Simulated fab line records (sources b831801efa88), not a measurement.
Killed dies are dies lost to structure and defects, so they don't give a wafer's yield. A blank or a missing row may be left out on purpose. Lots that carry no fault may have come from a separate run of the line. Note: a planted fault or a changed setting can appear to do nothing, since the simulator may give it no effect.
Which tool did it? ; flow sfq-line ; 14 lots, 41 wafers sampled, at 1 step of a route of 325

== WHAT EACH GAUGE READ, for each wafer ==
The record holds no reading of a measuring or inspecting step that can be judged against a usual standard deviation.

== WHICH TOOL RAN EACH LOT (tool, then ch and the chambers of the sampled wafers, then the start) ==
lot;SFQ_TRILAYER_M1_ETCH_METAL_ETCH_042
L925;rie-metal-03 ch 0, day 25 08:07
L926;rie-metal-03 ch 0, day 25 12:55
L927;rie-metal-04 ch 0, day 25 20:07
L928;rie-metal-04 ch 0,1, day 26 04:49
L933;rie-metal-04 ch 0,1, day 29 05:30
L934;rie-metal-02 ch 0, day 29 17:31
L937;rie-metal-02 ch 0,1, day 30 13:52
L938;rie-metal-02 ch 0,1, day 30 23:28
L939;rie-metal-04 ch 0,1, day 31 10:16
L940;rie-metal-04 ch 0,1, day 32 06:44
L941;rie-metal-03 ch 0,1, day 32 07:52
L942;rie-metal-04 ch 0,1, day 32 21:26
L943;rie-metal-03 ch 0,1, day 32 22:38
L947;rie-metal-02 ch 0, day 34 05:44
- SFQ_TRILAYER_M1_ETCH_METAL_ETCH_042: etches Nb in Cl2/Ar, stops on SiO2, target depth 240 nm, time 120 s.

== AS READ BY THE TOOLS THEMSELVES (means over the sampled wafers that have a number; for cases with no such wafer, the mark the record gives instead) ==
SFQ_TRILAYER_M1_ETCH_METAL_ETCH_042. Usual: drypump-motor-current-A 6.0 A, standard deviation 0.47; he-backside-leak-sccm 3.5 sccm, standard deviation 0.34; oes-product-au 0.895 a.u., standard deviation 0.0073.
lot;tool;drypump-motor-current-A (A);he-backside-leak-sccm (sccm);oes-product-au (a.u.);flag
L925;rie-metal-03;6.0;3.7;0.897;
L926;rie-metal-03;6.0;3.6;0.897;
L927;rie-metal-04;6.7;3.8;0.904;
L928;rie-metal-04;6.3;3.5;0.894;
L933;rie-metal-04;6.5;3.5;0.905;
L934;rie-metal-02;5.6;3.6;0.900;
L937;rie-metal-02;5.8;3.7;0.907;
L938;rie-metal-02;6.1;3.4;0.885;
L939;rie-metal-04;6.3;3.6;0.893;
L940;rie-metal-04;6.4;3.5;0.810;OFF
L941;rie-metal-03;5.8;3.4;0.899;
L942;rie-metal-04;6.5;3.5;0.809;OFF
L943;rie-metal-03;5.5;3.4;0.892;
L947;rie-metal-02;5.6;3.6;0.896;

== THE ANSWER, worked out from the rows above alone ==
Rule: take the mean of a lot's wafers that have a number; if it is more than 3 standard deviations from the usual mean, the lot is off. Also off: a lot with no number at a reading for which 4 or more lots have one. Any other lot the step has rows for is counted as sound. The gauges are gone through in route order, then the tools' own readings, and for those a lot's mean is taken as printed above. The first step at which some lot is off is used, and at that step the reading that is off furthest; a lot without a number counts as furthest.
Off, at SFQ_TRILAYER_M1_ETCH_METAL_ETCH_042 on oes-product-au: L940, L942.
A tool fits if, at that step or a process step before it, it ran every lot that is off, and no sound lot after the first of them. One fits: SFQ_TRILAYER_M1_ETCH_METAL_ETCH_042 on rie-metal-04. A fault onset in the window from L939 (day 31 10:16, its last sound lot) to L940 (day 32 06:44, its first lot off) fits.
On the lots that are off, the tool's own readings at SFQ_TRILAYER_M1_ETCH_METAL_ETCH_042 differ by more than 5 times the standard deviation of the sound lots' means, which bears it out; oes-product-au reads 0.810 a.u. there versus 0.897 a.u. on the sound lots.

== WHAT THE SIMULATOR PUT IN ==
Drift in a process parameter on rie-metal-04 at SFQ_TRILAYER_M1_ETCH_METAL_ETCH_042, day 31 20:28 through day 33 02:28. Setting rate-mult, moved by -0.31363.
Shown lots that were struck: L940, L942. This agrees with what the rule above found.
